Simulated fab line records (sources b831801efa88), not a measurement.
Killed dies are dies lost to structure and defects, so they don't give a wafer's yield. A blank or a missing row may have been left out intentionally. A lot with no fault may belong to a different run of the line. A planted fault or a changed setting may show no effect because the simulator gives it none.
Which tool was responsible? / flow gf180mcu / route of 602 steps, sampled at 1 step: 6 lots, 18 wafers

## WHAT THE GAUGES READ, wafer by wafer
GF_STI_BOW_MEAS_00.
lot=L265; measured=day 1 15:01; on=filmMetro-01; INCOMING_BOW (um)=4 -3 -4
lot=L267; measured=day 2 01:00; on=filmMetro-02; INCOMING_BOW (um)=6 -2 -5
lot=L271; measured=day 2 21:00; on=filmMetro-02; INCOMING_BOW (um)=-1 6 11
lot=L278; measured=day 4 08:01; on=filmMetro-04; INCOMING_BOW (um)=-1 -1 -3
lot=L284; measured=day 5 14:04; on=filmMetro-02; INCOMING_BOW (um)=5 2 7
lot=L286; measured=day 6 00:00; on=filmMetro-01; INCOMING_BOW (um)=8 10 4

## WHICH TOOL RAN EACH LOT (tool, then ch and the chambers of the sampled wafers, then the start)
Before these readings, the record contains no process step.

## THE ANSWER, worked out from the rows above alone
Rule: the lots themselves supply what counts as usual. Put in order of their means at a reading, lots are off if they are a third of the lots or fewer, leave a main group of 4 or more, and stand apart from it by a gap of 3 or more times the standard deviation of the main group's means; of several such gaps the widest counts. A main group is skipped when, at the precision printed for the reading in the tables above, its means are all equal. A lot without any number at a reading at which 4 lots or more have one is off too. Where the step has rows for the other lots, those lots are counted as sound.
No lot is off at any reading shown: from this, nothing can be told.

## WHAT THE SIMULATOR HAD PUT IN
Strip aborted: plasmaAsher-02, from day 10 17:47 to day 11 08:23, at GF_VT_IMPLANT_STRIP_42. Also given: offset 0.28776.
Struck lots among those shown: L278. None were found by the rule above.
